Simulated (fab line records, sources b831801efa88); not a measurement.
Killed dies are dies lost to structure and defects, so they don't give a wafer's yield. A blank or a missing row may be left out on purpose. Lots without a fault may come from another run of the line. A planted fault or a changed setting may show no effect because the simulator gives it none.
Which tool did it? | flow sky130 | 6 lots, 18 wafers sampled, at 2 steps of a route of 708

WHAT THE GAUGES READ, wafer by wafer
SKY_SONOS_ONO_THK_MEAS_05.
lot  | measured     | on            | SONOS_ONO_CVD_04_THK (nm)
L558 | day 12 02:29 | film_metro-02 | 5.63 5.50 5.64
L560 | day 12 13:14 | film_metro-04 | 5.58 5.60 5.45
L562 | day 13 07:50 | film_metro-04 | 5.49 5.42 5.46
L569 | day 15 15:48 | film_metro-04 | 5.45 5.47 5.50
L571 | day 16 03:55 | film_metro-04 | 6.09 6.08 6.13 6.02 5.98 6.11
L573 | day 17 02:28 | film_metro-04 | 6.05 5.99 6.07 6.10 6.01 6.06

WHICH TOOL RAN EACH LOT (tool, then ch and the chambers of the sampled wafers, then the start)
lot  | SKY_SONOS_ONO_CVD_04
L558 | lpcvd-03 ch 1, day 12 01:14
L560 | lpcvd-03 ch 1, day 12 11:59
L562 | lpcvd-03 ch 1, day 13 06:35
L569 | lpcvd-03 ch 1, day 15 14:32
L571 | lpcvd-03 ch 1, day 16 02:40
L573 | lpcvd-03 ch 0, day 17 01:13
- SKY_SONOS_ONO_CVD_04: deposits SiO2 from SiH4/N2O, target thk 5.7199 nm.

THE ANSWER, worked out from the rows above alone
Rule: what is usual is taken from the lots themselves. Put in order of their means at a reading, lots are off if they are a third of the lots or fewer, leave a main group of 4 or more, and stand apart from it by a gap of 3 or more times the standard deviation of the main group's means; of several such gaps the widest counts. A main group whose means are all the same, to the digits that the tables above print for the reading, isn't used. A lot without any number at a reading at which 4 lots or more have one is off too. The other lots that the step has rows for count as sound.
Off: L571, L573, at SKY_SONOS_ONO_THK_MEAS_05 (SONOS_ONO_CVD_04_THK). The main group: mean 5.52 nm, standard deviation 0.054.
A tool fits if, at a process step before that reading, it ran every lot that is off, and no sound lot after the first of them. The gauges at SKY_SONOS_ONO_THK_MEAS_05 are tried like those tools. Can't be told from this: 2 tools fit, lpcvd-03 at SKY_SONOS_ONO_CVD_04, film_metro-04 at SKY_SONOS_ONO_THK_MEAS_05.

WHAT THE SIMULATOR HAD PUT IN
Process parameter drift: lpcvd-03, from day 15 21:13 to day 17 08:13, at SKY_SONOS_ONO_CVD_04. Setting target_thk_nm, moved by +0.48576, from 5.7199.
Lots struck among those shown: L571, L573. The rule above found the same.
